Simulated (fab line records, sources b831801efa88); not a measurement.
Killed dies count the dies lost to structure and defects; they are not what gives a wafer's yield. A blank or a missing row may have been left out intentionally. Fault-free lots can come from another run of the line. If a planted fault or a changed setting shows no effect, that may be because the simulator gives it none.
A lot that was struck, set against a sound lot || flow gf180mcu || 22 steps out of a route of 602
Sound: the wafers L812.1, L812.2, L812.6. Wafers struck: L823.1, L823.4. At the end, the cause is stated.
Each step with rows lists, per side, the tool, then ch with its chambers, then its first start. Under that, the readings that differ: sound wafers || struck wafers || difference of the means || sigmas: that difference in standard deviations of wafers without a fault.
alike: readings whose means differ by less than 2 such deviations, and words and numbers that are the same on both sides. not compared: withheld readings, readings that some wafer has no value for, bounds like >300 that may hide the same value, and numbers for which the record gives no deviation and whose values overlap.
The two part at a step that has a row with sigmas, a row that says differs or no value, or rows on one side only. Non-overlapping numbers with no deviation appear without sigmas and do not part them. A reading missing from all wafers of one side parts the sides only when that side holds two or more wafers.

first, 3 steps without rows for these wafers: GF_M1_STRIP_18 (strips in post etch residue remover, time 1200 s); GF_M1_CLEAN_19 (cleans in DIW); GF_V1_CVD_00 (deposits SiO2, target thk 600 nm, time 100 s).
GF_V1_THK_MEAS_01:
  sound on film-metro-01, day 20 05:24; struck on film-metro-02, day 24 02:25
  alike: V1_CVD_00_THK
GF_V1_CVD_02: deposits SiO2 from TEOS, target thk 850 nm, time 94.851 s.
  sound on pecvd-04 ch 0,2, day 20 05:28; struck on pecvd-02 ch 1,2, day 24 02:28
  alike: heater-power-w
GF_V1_THK_MEAS_03:
  sound on film-metro-01, day 20 05:32; struck on film-metro-01, day 24 02:32
{"reading": "V1_CVD_02_THK (nm)", "sound": "820 847 855", "struck": "861 872", "difference": "+26", "sigmas": "+2"}
GF_V1_CMP_04: polishes SiO2.
  sound on cmp-01 ch 0,3, day 20 05:35; struck on cmp-02 ch 0,1, day 24 02:36
{"reading": "time-to-endpoint-s (s)", "sound": "70 83 82", "struck": "91 93", "difference": "+14", "sigmas": "+2"}
  alike: motor-current-A
GF_V1_BOW_MEAS_05:
  sound on film-metro-01, day 20 05:53; struck on film-metro-02, day 24 02:54
  alike: V1_BOW
then, 4 steps without rows for these wafers: GF_V1_DEHYDRATE_06 (time 60 s); GF_V1_HMDS_07 (prime time 60 s); GF_V1_COAT_08; GF_V1_COAT_09 (resist thk 1000 nm).
GF_V1_SOFTBAKE_10: time 60 s.
  sound on litho-track-01 ch 0, day 20 17:00; struck on litho-track-01 ch 0, day 24 14:00
{"reading": "heater-power-total-W (W)", "sound": "93.12 93.05 93.08", "struck": "99.09 99.14", "difference": "+6.03", "sigmas": "+96"}
{"reading": "run-length-s (s)", "sound": "88.76 88.83 88.79", "struck": "78.54 78.71", "difference": -10.17, "sigmas": -42}
  alike: chill-plate-temp-C, resist-line-temp-C
then, 3 steps without rows for these wafers: GF_V1_EXPOSE_11 (exposes mask Via1, target cd 260 nm); GF_V1_PEB_12 (peb time 90 s); GF_V1_DEVELOP_13 (develop time 60 s).
GF_V1_CD_MEAS_14: target cd 260 nm.
  sound on cd-sem-02, day 21 05:28; struck on cd-sem-02, day 25 01:01
{"reading": "cd-nm (nm)", "sound": "259.6 260.9 259.7", "struck": "257.8 256.8", "difference": -2.8, "sigmas": -2}
GF_V1_OVL_MEAS_15:
  sound on overlay-02, day 21 05:35; struck on overlay-02, day 25 01:08
  alike: V1_OVL
GF_V1_ETCH_16: etches BARC in N2/H2.
  sound on rie-diel-02 ch 0,2,3, day 21 05:38; struck on rie-diel-04 ch 0,1, day 25 01:10
{"reading": "model.V1.cd-nm (nm)", "sound": "260.4 261.9 260.9", "struck": "257.2 256.7", "difference": -4.1, "sigmas": ""}
  alike: chamber-pressure-mTorr, drypump-motor-current-A, oes-product-au, throttle-valve-pct
GF_V1_ETCH_17: etches SiO2 in C4F8/O2/Ar, stops on TiN, target depth 630 nm.
  sound on rie-diel-02 ch 0,2,3; struck on rie-diel-04 ch 0,1
{"reading": "model.V1.cd-nm (nm)", "sound": "260.6 260.9 259.8", "struck": "257 256.1", "difference": -4, "sigmas": ""}
  alike: chamber-pressure-mTorr, oes-product-au
GF_V1_STRIP_18: strips in O2/N2.
  sound on plasma-asher-02 ch 0,1, day 21 05:45; struck on plasma-asher-03 ch 0,1, day 25 01:18
  alike: chamber-pressure-mTorr, drypump-motor-current-A, heater-power-w, oes-product-au
  not compared: rf-hours-counter-h
GF_PASSIVATION_PROBE_99:
  the record holds rows for the sound wafers here (prober-01, day 31 07:12) but none for the struck ones

== WHERE THEY PART ==
At GF_V1_THK_MEAS_03 first; at GF_PASSIVATION_PROBE_99 last (within this record only).

WHY: whatever the simulator had introduced
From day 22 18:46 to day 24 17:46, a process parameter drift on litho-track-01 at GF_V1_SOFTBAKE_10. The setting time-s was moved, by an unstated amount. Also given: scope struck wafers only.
